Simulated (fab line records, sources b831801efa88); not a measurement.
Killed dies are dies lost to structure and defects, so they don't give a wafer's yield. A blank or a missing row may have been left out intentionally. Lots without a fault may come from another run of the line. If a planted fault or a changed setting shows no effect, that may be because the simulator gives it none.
Problem report in the 8D (eight disciplines) form, filled by code + flow sky130 + the parts of the form that need people (team, actions taken, sign-off) are left out

1. WHAT WENT WRONG
Wafers without a fault read 23.32 s, standard deviation 0.05; strip_time_to_endpoint_s at SKY_RES_PROTECT_STRIP_07 reads a mean of 24.15 s on 9 wafers belonging to 3 lots. Measured from the usual mean, that is +17 standard deviations.
The step: strips in O2/N2.
First seen on wafer L197.1, day 22 15:36, on plasma_asher-02. At this step, 39 wafers from 13 lots have a number in the record. Rule for "out" (also "out of limits"): further than 4 standard deviations from the usual mean. The rest of the wafers with a number are treated as sound.

2. WHAT THIS IS AND IS NOT
| question                    | is                               | is not                                                     |
|-----------------------------|----------------------------------|------------------------------------------------------------|
| which readings at this step | strip_time_to_endpoint_s         | drypump_motor_current_A, o2_flow_sccm                      |
| which lots                  | L197, L198, L199                 | L178, L181, L182, L183, L184, L185, L186, L187, L188, L194 |
| which wafers of those lots  | all that have a number           | -                                                          |
| read on which tools         | plasma_asher-01, plasma_asher-02 | plasma_asher-03                                            |
| when                        | from day 22 15:36                | up to then (30 sound wafers)                               |

3. WHAT RULES OUT EACH SUSPECT
Counting: any tool at a process step up to the reading is kept as a suspect provided that every lot that is out went through it and no sound lot did after the first of them.
- litho_track-04 at SKY_RES_PROTECT_COAT_02 (resist thk 1140 nm): kept. Every lot that is out went through it, starting with L197 (day 21 23:46), and after that it ran no sound lot; the last sound lot it ran before then is L188 (day 19 00:19).
Remaining after the count: litho_track-04 at SKY_RES_PROTECT_COAT_02.

4. THE CAUSE (what the simulator had put in)
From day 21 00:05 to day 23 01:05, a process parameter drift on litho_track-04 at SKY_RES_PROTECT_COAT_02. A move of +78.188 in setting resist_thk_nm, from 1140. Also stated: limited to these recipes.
After counting, this tool was the only one left.

5. SEQUENCE OF EFFECTS, ordered by route
Rows list readings where the struck wafers' mean (over those with a number) sits beyond 3 standard deviations from the usual. Scope: only readings with a usual standard deviation given in the record; hours: median across lots of the time from each lot's start at the first step in this table that gives one to its start at this step; sigmas: change in usual standard deviations.
| hours | step                     | reading                  | usual   | on struck wafers | change | sigmas |
|-------|--------------------------|--------------------------|---------|------------------|--------|--------|
| 0     | SKY_RES_PROTECT_STRIP_07 | strip_time_to_endpoint_s | 23.32 s | 24.15            | +0.83  | +17    |
Process steps it contains:
- SKY_RES_PROTECT_STRIP_07: strips in O2/N2.
Later measuring or inspecting steps at which every struck wafer that the step has a row for has a number for every such reading, and none has moved that far: SKY_POLY_GATE_THK_MEAS_04.

6. HOW IT WOULD HAVE BEEN CAUGHT EARLIER
In this record no reading fell out of limits until day 22 15:36, 40 hours after the fault had begun at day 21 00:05.
Lots out: 3; all had begun SKY_RES_PROTECT_COAT_02 on litho_track-04 by day 22 15:36. Tool hold at that time: it would have spared none of them.
